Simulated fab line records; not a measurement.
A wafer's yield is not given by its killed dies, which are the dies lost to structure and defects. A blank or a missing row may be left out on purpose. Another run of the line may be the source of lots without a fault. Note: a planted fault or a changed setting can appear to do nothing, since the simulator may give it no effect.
Comparing a struck lot with a sound one :: flow sfqLine :: 18 out of 325 route steps
Sound: these wafers, L822.2, L822.5, L822.6. Struck: wafer L827.6 (left out: L827.3, L827.4 of the same lot, which were not struck); the cause appears at the end.
Order at every step that has rows: each side's tool, ch and its chambers, its first start. Under that, the readings that differ: sound wafers :: struck wafers :: difference of the means :: sigmas: that difference in standard deviations of wafers without a fault.
alike: readings whose means differ by less than 2 such deviations, and words and numbers that are the same on both sides. not compared: withheld readings, readings that some wafer has no value for, bounds like >300 that may hide the same value, and numbers for which the record gives no deviation and whose values overlap.
The two part at a step that has a row with sigmas, a row that says differs or no value, or rows on one side only. Numbers that have no deviation but don't overlap get no sigmas and don't part them. A reading missing from all wafers of one side parts the sides only when that side holds two or more wafers.

first, 1 step without rows for these wafers: SFQ_TRILAYER_M3_BARC_OPEN_METAL_ETCH_100 (etches BARC in O2, target depth 125 nm, time 41.7 s).
SFQ_TRILAYER_M3_ETCH_METAL_ETCH_078: etches Nb in Cl2/Ar, stops on SiO2, target depth 240 nm, time 120 s.
  sound on rieMetal-01 ch 0,1, day 35 10:23; struck on rieMetal-04 ch 0, day 42 19:56
  alike: drypumpMotorCurrentA, oesProductAu
  not compared: rfHoursCounterH
SFQ_TRILAYER_M3_STRIP_STRIP_079: strips in O2.
  sound on rieMetal-01 ch 0,1, day 35 10:30; struck on rieMetal-04 ch 0, day 42 20:13
  alike: drypumpMotorCurrentA, oesProductAu
  not compared: rfHoursCounterH
then, 1 step without rows for these wafers: SFQ_TRILAYER_M3_STRIP_SOLV_CLEAN_080 (cleans in NMP, time 600 s).
SFQ_TRILAYER_I3_DEP_PECVD_081: deposits SiO2 from SiH4/N2O, time 111.11 s, target thk 500 nm.
  sound on pecvd-04 ch 0,1, day 35 11:17; struck on pecvd-03 ch 2, day 42 20:48
  alike: heaterPowerW, throttleValvePct
  not compared: sinceWetCleanH
SFQ_TRILAYER_I3_CMP_CMP_082: polishes SiO2.
  sound on cmp-01 ch 1,2,3, day 35 19:34; struck on cmp-01 ch 1, day 42 23:32
  alike: headPressurePsi, motorCurrentA, retainingRingPressureFrac, timeToEndpointS
SFQ_I3_BOW_MEAS_922:
  struck on filmMetro-03, day 43 00:04; sound on filmMetro-01, day 35 21:05
  alike: I3_BOW
then, 5 steps without rows for these wafers: SFQ_TRILAYER_I3_METRO_MEASURE_083; SFQ_TRILAYER_I3_VIA_LITHO_COAT_090 (resist thk 62 nm); SFQ_TRILAYER_I3_VIA_LITHO_COAT_085 (resist thk 650 nm); SFQ_TRILAYER_I3_VIA_LITHO_SOFTBAKE_089; SFQ_TRILAYER_I3_VIA_LITHO_EXPOSE_086 (exposes mask I3, target cd 500 nm).
SFQ_TRILAYER_I3_VIA_LITHO_PEB_088: peb time 60 s.
  sound on lithoTrack-04 ch 0, day 41 20:53; struck on lithoTrack-01 ch 0, day 43 05:09
then, 1 step without rows for these wafers: SFQ_TRILAYER_I3_VIA_LITHO_DEVELOP_087 (time 60 s).
SFQ_I3_OVL_MEAS_923:
  struck on overlay-02, day 43 05:25; sound on overlay-02, day 41 21:10
  alike: I3_OVL
SFQ_TRILAYER_I3_VIA_BARC_OPEN_VIA_ETCH_121: etches BARC in O2, target depth 125 nm, time 41.7 s.
  sound on rieDiel-02 ch 1,2, day 41 21:11; struck on rieDiel-02 ch 3, day 43 05:26
reading: model.I3.cdNm (nm)
sound: 501 500 501.3
struck: 512.6
difference: +11.8
sigmas: 
  alike: drypumpMotorCurrentA, oesProductAu
  not compared: rfHoursCounterH
SFQ_TRILAYER_I3_VIA_ETCH_VIA_ETCH_088: etches SiO2 in CHF3, stops on Nb, target depth 260 nm.
  sound on rieDiel-02 ch 1,2, day 41 21:14; struck on rieDiel-02 ch 3, day 43 05:29
reading: oesProductAu (a.u.)
sound: 0.855 0.857 0.859
struck: 0.842
difference: -0.015
sigmas: -3

reading: model.I3.cdNm (nm)
sound: 499.2 497.8 501.6
struck: 514.2
difference: +14.7
sigmas: 
  alike: drypumpMotorCurrentA
SFQ_TRILAYER_I3_VIA_STRIP_STRIP_089: strips in O2.
  sound on rieMetal-04 ch 0,1, day 41 21:20; struck on rieMetal-04 ch 1, day 43 05:47
  alike: drypumpMotorCurrentA, oesProductAu
  not compared: rfHoursCounterH

WHERE THEY PART
Within this record, at SFQ_TRILAYER_I3_VIA_ETCH_VIA_ETCH_088 only. Later steps at which nothing parts them and some readings are alike: SFQ_TRILAYER_I3_VIA_STRIP_STRIP_089.

WHY: what the simulator had put in
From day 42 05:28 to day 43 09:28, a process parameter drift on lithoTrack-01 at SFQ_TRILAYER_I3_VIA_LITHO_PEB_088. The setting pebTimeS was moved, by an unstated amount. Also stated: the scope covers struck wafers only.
